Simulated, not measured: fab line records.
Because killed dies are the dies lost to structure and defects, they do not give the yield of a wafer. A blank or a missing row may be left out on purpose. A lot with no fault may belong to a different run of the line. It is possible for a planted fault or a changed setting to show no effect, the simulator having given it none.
The tool behind it: which one? || flow gf180mcu || 24 lots, 72 wafers sampled, at 4 steps of a route of 602

== WHAT EACH GAUGE READ, for each wafer ==
GF_V3_THK_MEAS_01. Usual: V3_CVD_00_THK typically reads 597 nm, with standard deviation 6.7.
{"lot": "L074", "measured": "day 21 08:00", "on": "film_metro-04", "V3_CVD_00_THK (nm)": "595 590 580", "flag": ""}
{"lot": "L075", "measured": "day 22 09:56", "on": "film_metro-03", "V3_CVD_00_THK (nm)": "603 594 586", "flag": ""}
{"lot": "L077", "measured": "day 22 17:14", "on": "film_metro-04", "V3_CVD_00_THK (nm)": "597 599 601", "flag": ""}
{"lot": "L076", "measured": "day 22 21:53", "on": "film_metro-04", "V3_CVD_00_THK (nm)": "588 599 596", "flag": ""}
{"lot": "L078", "measured": "day 23 04:20", "on": "film_metro-04", "V3_CVD_00_THK (nm)": "607 595 597", "flag": ""}
{"lot": "L079", "measured": "day 23 15:47", "on": "film_metro-02", "V3_CVD_00_THK (nm)": "605 600 606", "flag": ""}
{"lot": "L080", "measured": "day 23 17:41", "on": "film_metro-03", "V3_CVD_00_THK (nm)": "599 606 602", "flag": ""}
{"lot": "L081", "measured": "day 24 05:58", "on": "film_metro-03", "V3_CVD_00_THK (nm)": "600 604 605", "flag": ""}
{"lot": "L082", "measured": "day 24 13:52", "on": "film_metro-04", "V3_CVD_00_THK (nm)": "602 610 598", "flag": ""}
{"lot": "L083", "measured": "day 25 02:02", "on": "film_metro-02", "V3_CVD_00_THK (nm)": "585 597 591", "flag": ""}
{"lot": "L084", "measured": "day 25 03:14", "on": "film_metro-04", "V3_CVD_00_THK (nm)": "609 612 601", "flag": ""}
{"lot": "L085", "measured": "day 25 11:32", "on": "film_metro-03", "V3_CVD_00_THK (nm)": "592 593 596", "flag": ""}
{"lot": "L086", "measured": "day 25 14:40", "on": "film_metro-03", "V3_CVD_00_THK (nm)": "605 595 587", "flag": ""}
{"lot": "L087", "measured": "day 25 21:29", "on": "film_metro-02", "V3_CVD_00_THK (nm)": "593 593 607", "flag": ""}
{"lot": "L088", "measured": "day 26 06:41", "on": "film_metro-02", "V3_CVD_00_THK (nm)": "596 605 603", "flag": ""}
{"lot": "L089", "measured": "day 26 14:47", "on": "film_metro-04", "V3_CVD_00_THK (nm)": "600 607 599", "flag": ""}
{"lot": "L090", "measured": "day 26 19:12", "on": "film_metro-03", "V3_CVD_00_THK (nm)": "598 600 603", "flag": ""}
{"lot": "L091", "measured": "day 27 01:52", "on": "film_metro-02", "V3_CVD_00_THK (nm)": "596 591 594", "flag": ""}
{"lot": "L092", "measured": "day 27 14:05", "on": "film_metro-03", "V3_CVD_00_THK (nm)": "600 598 599", "flag": ""}
{"lot": "L093", "measured": "day 27 18:12", "on": "film_metro-04", "V3_CVD_00_THK (nm)": "599 601 597", "flag": ""}
{"lot": "L094", "measured": "day 28 03:18", "on": "film_metro-04", "V3_CVD_00_THK (nm)": "593 607 597", "flag": ""}
{"lot": "L095", "measured": "day 28 11:55", "on": "film_metro-04", "V3_CVD_00_THK (nm)": "600 604 594", "flag": ""}
{"lot": "L096", "measured": "day 28 14:06", "on": "film_metro-02", "V3_CVD_00_THK (nm)": "599 601 594", "flag": ""}
{"lot": "L097", "measured": "day 28 18:57", "on": "film_metro-04", "V3_CVD_00_THK (nm)": "590 600 593", "flag": ""}

GF_V3_THK_MEAS_03. Usual: V3_CVD_02_THK typically reads 843 nm, with standard deviation 9.3.
{"lot": "L074", "measured": "day 21 08:07", "on": "film_metro-04", "V3_CVD_02_THK (nm)": "835 851 860", "flag": ""}
{"lot": "L075", "measured": "day 22 10:04", "on": "film_metro-02", "V3_CVD_02_THK (nm)": "842 860 843", "flag": ""}
{"lot": "L077", "measured": "day 22 17:22", "on": "film_metro-03", "V3_CVD_02_THK (nm)": "840 845 850", "flag": ""}
{"lot": "L076", "measured": "day 22 22:01", "on": "film_metro-03", "V3_CVD_02_THK (nm)": "835 845 848", "flag": ""}
{"lot": "L078", "measured": "day 23 04:28", "on": "film_metro-04", "V3_CVD_02_THK (nm)": "833 832 849", "flag": ""}
{"lot": "L079", "measured": "day 23 15:55", "on": "film_metro-04", "V3_CVD_02_THK (nm)": "837 853 843", "flag": ""}
{"lot": "L080", "measured": "day 23 17:49", "on": "film_metro-04", "V3_CVD_02_THK (nm)": "837 831 849", "flag": ""}
{"lot": "L081", "measured": "day 24 06:05", "on": "film_metro-02", "V3_CVD_02_THK (nm)": "842 838 848", "flag": ""}
{"lot": "L082", "measured": "day 24 14:00", "on": "film_metro-02", "V3_CVD_02_THK (nm)": "834 846 850", "flag": ""}
{"lot": "L083", "measured": "day 25 02:11", "on": "film_metro-03", "V3_CVD_02_THK (nm)": "835 850 851", "flag": ""}
{"lot": "L084", "measured": "day 25 03:22", "on": "film_metro-03", "V3_CVD_02_THK (nm)": "834 843 846", "flag": ""}
{"lot": "L085", "measured": "day 25 11:43", "on": "film_metro-04", "V3_CVD_02_THK (nm)": "825 840 846", "flag": ""}
{"lot": "L086", "measured": "day 25 14:48", "on": "film_metro-03", "V3_CVD_02_THK (nm)": "841 853 854", "flag": ""}
{"lot": "L087", "measured": "day 25 21:37", "on": "film_metro-02", "V3_CVD_02_THK (nm)": "847 840 855", "flag": ""}
{"lot": "L088", "measured": "day 26 06:49", "on": "film_metro-02", "V3_CVD_02_THK (nm)": "846 828 842", "flag": ""}
{"lot": "L089", "measured": "day 26 14:55", "on": "film_metro-04", "V3_CVD_02_THK (nm)": "831 828 844", "flag": ""}
{"lot": "L090", "measured": "day 26 19:20", "on": "film_metro-02", "V3_CVD_02_THK (nm)": "819 826 840", "flag": ""}
{"lot": "L091", "measured": "day 27 01:59", "on": "film_metro-04", "V3_CVD_02_THK (nm)": "836 847 853", "flag": ""}
{"lot": "L092", "measured": "day 27 14:13", "on": "film_metro-04", "V3_CVD_02_THK (nm)": "841 855 853", "flag": ""}
{"lot": "L093", "measured": "day 27 18:20", "on": "film_metro-04", "V3_CVD_02_THK (nm)": "853 846 855", "flag": ""}
{"lot": "L094", "measured": "day 28 03:26", "on": "film_metro-02", "V3_CVD_02_THK (nm)": "836 843 837", "flag": ""}
{"lot": "L095", "measured": "day 28 12:03", "on": "film_metro-03", "V3_CVD_02_THK (nm)": "851 837 850", "flag": ""}
{"lot": "L096", "measured": "day 28 14:14", "on": "film_metro-04", "V3_CVD_02_THK (nm)": "839 836 854", "flag": ""}
{"lot": "L097", "measured": "day 28 19:05", "on": "film_metro-02", "V3_CVD_02_THK (nm)": "846 852 870", "flag": ""}

GF_V4_THK_MEAS_25: measures by xrf. Usual: V4_W_THK typically reads 366 nm, with standard deviation 5.9.
{"lot": "L074", "measured": "day 24 09:20", "on": "film_metro-02", "V4_W_THK (nm)": "360 369 360", "flag": ""}
{"lot": "L075", "measured": "day 25 09:55", "on": "film_metro-01", "V4_W_THK (nm)": "368 369 369", "flag": ""}
{"lot": "L077", "measured": "day 25 17:41", "on": "film_metro-02", "V4_W_THK (nm)": "370 369 371", "flag": ""}
{"lot": "L076", "measured": "day 25 20:41", "on": "film_metro-01", "V4_W_THK (nm)": "364 371 370", "flag": ""}
{"lot": "L078", "measured": "day 26 02:44", "on": "film_metro-02", "V4_W_THK (nm)": "374 376 365", "flag": ""}
{"lot": "L079", "measured": "day 26 12:57", "on": "film_metro-02", "V4_W_THK (nm)": "367 373 365", "flag": ""}
{"lot": "L080", "measured": "day 26 14:29", "on": "film_metro-02", "V4_W_THK (nm)": "364 370 365", "flag": ""}
{"lot": "L081", "measured": "day 27 03:14", "on": "film_metro-02", "V4_W_THK (nm)": "375 376 371", "flag": ""}
{"lot": "L082", "measured": "day 27 09:50", "on": "film_metro-03", "V4_W_THK (nm)": "369 359 365", "flag": ""}
{"lot": "L083", "measured": "day 27 20:20", "on": "film_metro-02", "V4_W_THK (nm)": "378 379 378", "flag": ""}
{"lot": "L084", "measured": "day 27 21:50", "on": "film_metro-02", "V4_W_THK (nm)": "361 362 362", "flag": ""}
{"lot": "L085", "measured": "day 28 05:31", "on": "film_metro-02", "V4_W_THK (nm)": "371 371 364", "flag": ""}
{"lot": "L086", "measured": "day 28 08:32", "on": "film_metro-02", "V4_W_THK (nm)": "367 372 371", "flag": ""}
{"lot": "L087", "measured": "day 28 14:35", "on": "film_metro-03", "V4_W_THK (nm)": "359 360 360", "flag": ""}
{"lot": "L088", "measured": "day 28 23:41", "on": "film_metro-03", "V4_W_THK (nm)": "360 360 357", "flag": ""}
{"lot": "L089", "measured": "day 29 06:52", "on": "film_metro-01", "V4_W_THK (nm)": "377 379 375", "flag": ""}
{"lot": "L090", "measured": "day 29 12:20", "on": "film_metro-03", "V4_W_THK (nm)": "369 370 371", "flag": ""}
{"lot": "L091", "measured": "day 29 17:55", "on": "film_metro-02", "V4_W_THK (nm)": "362 369 359", "flag": ""}
{"lot": "L092", "measured": "day 30 05:15", "on": "film_metro-01", "V4_W_THK (nm)": "360 368 365", "flag": ""}
{"lot": "L093", "measured": "day 30 08:51", "on": "film_metro-03", "V4_W_THK (nm)": "362 361 361", "flag": ""}
{"lot": "L094", "measured": "day 30 16:29", "on": "film_metro-02", "V4_W_THK (nm)": "375 368 372", "flag": ""}
{"lot": "L095", "measured": "day 31 00:52", "on": "film_metro-03", "V4_W_THK (nm)": "359 356 361", "flag": ""}
{"lot": "L096", "measured": "day 31 03:13", "on": "film_metro-01", "V4_W_THK (nm)": "363 370 363", "flag": ""}
{"lot": "L097", "measured": "day 31 07:13", "on": "film_metro-03", "V4_W_THK (nm)": "361 361 362", "flag": ""}

== WHICH TOOL RAN EACH LOT (tool, then ch and the chambers of the sampled wafers, then the start) ==
{"lot": "L074", "GF_V1_SPUTTER_22": "pvd_sputter-03, day 18 02:18"}
{"lot": "L075", "GF_V1_SPUTTER_22": "pvd_sputter-03, day 19 05:11"}
{"lot": "L077", "GF_V1_SPUTTER_22": "pvd_sputter-03, day 19 14:04"}
{"lot": "L076", "GF_V1_SPUTTER_22": "pvd_sputter-03, day 19 18:07"}
{"lot": "L078", "GF_V1_SPUTTER_22": "pvd_sputter-01, day 20 01:08"}
{"lot": "L079", "GF_V1_SPUTTER_22": "pvd_sputter-04, day 20 12:23"}
{"lot": "L080", "GF_V1_SPUTTER_22": "pvd_sputter-04, day 20 13:43"}
{"lot": "L081", "GF_V1_SPUTTER_22": "pvd_sputter-04, day 21 04:13"}
{"lot": "L082", "GF_V1_SPUTTER_22": "pvd_sputter-03, day 21 13:11"}
{"lot": "L083", "GF_V1_SPUTTER_22": "pvd_sputter-04, day 22 01:09"}
{"lot": "L084", "GF_V1_SPUTTER_22": "pvd_sputter-01, day 22 03:01"}
{"lot": "L085", "GF_V1_SPUTTER_22": "pvd_sputter-03, day 22 12:43"}
{"lot": "L086", "GF_V1_SPUTTER_22": "pvd_sputter-04, day 22 15:29"}
{"lot": "L087", "GF_V1_SPUTTER_22": "pvd_sputter-03, day 22 23:32"}
{"lot": "L088", "GF_V1_SPUTTER_22": "pvd_sputter-03, day 23 07:39"}
{"lot": "L089", "GF_V1_SPUTTER_22": "pvd_sputter-04, day 23 17:28"}
{"lot": "L090", "GF_V1_SPUTTER_22": "pvd_sputter-04, day 23 23:27"}
{"lot": "L091", "GF_V1_SPUTTER_22": "pvd_sputter-04, day 24 05:23"}
{"lot": "L092", "GF_V1_SPUTTER_22": "pvd_sputter-04, day 24 18:47"}
{"lot": "L093", "GF_V1_SPUTTER_22": "pvd_sputter-01, day 24 22:59"}
{"lot": "L094", "GF_V1_SPUTTER_22": "pvd_sputter-03, day 25 10:20"}
{"lot": "L095", "GF_V1_SPUTTER_22": "pvd_sputter-01, day 25 17:35"}
{"lot": "L096", "GF_V1_SPUTTER_22": "pvd_sputter-04, day 25 20:23"}
{"lot": "L097", "GF_V1_SPUTTER_22": "pvd_sputter-01, day 26 01:47"}
- GF_V1_SPUTTER_22: material TiN, target thk 10 nm, time 40 s.

== AS READ BY THE TOOLS THEMSELVES (means over the sampled wafers that have a number; for cases with no such wafer, the mark the record gives instead) ==
GF_V1_SPUTTER_22. Usual: throttle_valve_pct at 30.1 %, with a standard deviation of 1.1.
{"lot": "L074", "tool": "pvd_sputter-03", "throttle_valve_pct (%)": 30.6, "flag": ""}
{"lot": "L075", "tool": "pvd_sputter-03", "throttle_valve_pct (%)": 29.9, "flag": ""}
{"lot": "L077", "tool": "pvd_sputter-03", "throttle_valve_pct (%)": 29.3, "flag": ""}
{"lot": "L076", "tool": "pvd_sputter-03", "throttle_valve_pct (%)": 30.0, "flag": ""}
{"lot": "L078", "tool": "pvd_sputter-01", "throttle_valve_pct (%)": 30.4, "flag": ""}
{"lot": "L079", "tool": "pvd_sputter-04", "throttle_valve_pct (%)": 30.0, "flag": ""}
{"lot": "L080", "tool": "pvd_sputter-04", "throttle_valve_pct (%)": 29.3, "flag": ""}
{"lot": "L081", "tool": "pvd_sputter-04", "throttle_valve_pct (%)": 31.0, "flag": ""}
{"lot": "L082", "tool": "pvd_sputter-03", "throttle_valve_pct (%)": 30.0, "flag": ""}
{"lot": "L083", "tool": "pvd_sputter-04", "throttle_valve_pct (%)": 30.5, "flag": ""}
{"lot": "L084", "tool": "pvd_sputter-01", "throttle_valve_pct (%)": 29.7, "flag": ""}
{"lot": "L085", "tool": "pvd_sputter-03", "throttle_valve_pct (%)": 29.4, "flag": ""}
{"lot": "L086", "tool": "pvd_sputter-04", "throttle_valve_pct (%)": 30.7, "flag": ""}
{"lot": "L087", "tool": "pvd_sputter-03", "throttle_valve_pct (%)": 29.5, "flag": ""}
{"lot": "L088", "tool": "pvd_sputter-03", "throttle_valve_pct (%)": 29.4, "flag": ""}
{"lot": "L089", "tool": "pvd_sputter-04", "throttle_valve_pct (%)": 29.8, "flag": ""}
{"lot": "L090", "tool": "pvd_sputter-04", "throttle_valve_pct (%)": 30.7, "flag": ""}
{"lot": "L091", "tool": "pvd_sputter-04", "throttle_valve_pct (%)": 30.9, "flag": ""}
{"lot": "L092", "tool": "pvd_sputter-04", "throttle_valve_pct (%)": 31.2, "flag": ""}
{"lot": "L093", "tool": "pvd_sputter-01", "throttle_valve_pct (%)": 31.1, "flag": ""}
{"lot": "L094", "tool": "pvd_sputter-03", "throttle_valve_pct (%)": 29.2, "flag": ""}
{"lot": "L095", "tool": "pvd_sputter-01", "throttle_valve_pct (%)": 30.5, "flag": ""}
{"lot": "L096", "tool": "pvd_sputter-04", "throttle_valve_pct (%)": 29.4, "flag": ""}
{"lot": "L097", "tool": "pvd_sputter-01", "throttle_valve_pct (%)": 29.5, "flag": ""}

== THE ANSWER, worked out from the rows above alone ==
Rule: lot off if the mean of its wafers having a number is beyond 3 standard deviations from the usual mean. Also off: a lot with no number at a reading for which 4 or more lots have one. Where the step has rows for the other lots, those lots are counted as sound. The gauges are gone through in route order, then the tools' own readings, and for those a lot's mean is taken as printed above. The first step at which some lot is off is used, and at that step the reading that is off furthest; a lot without a number counts as furthest.
No lot is off at any reading shown: from this, nothing can be told.

== WHAT WAS PUT IN BY THE SIMULATOR ==
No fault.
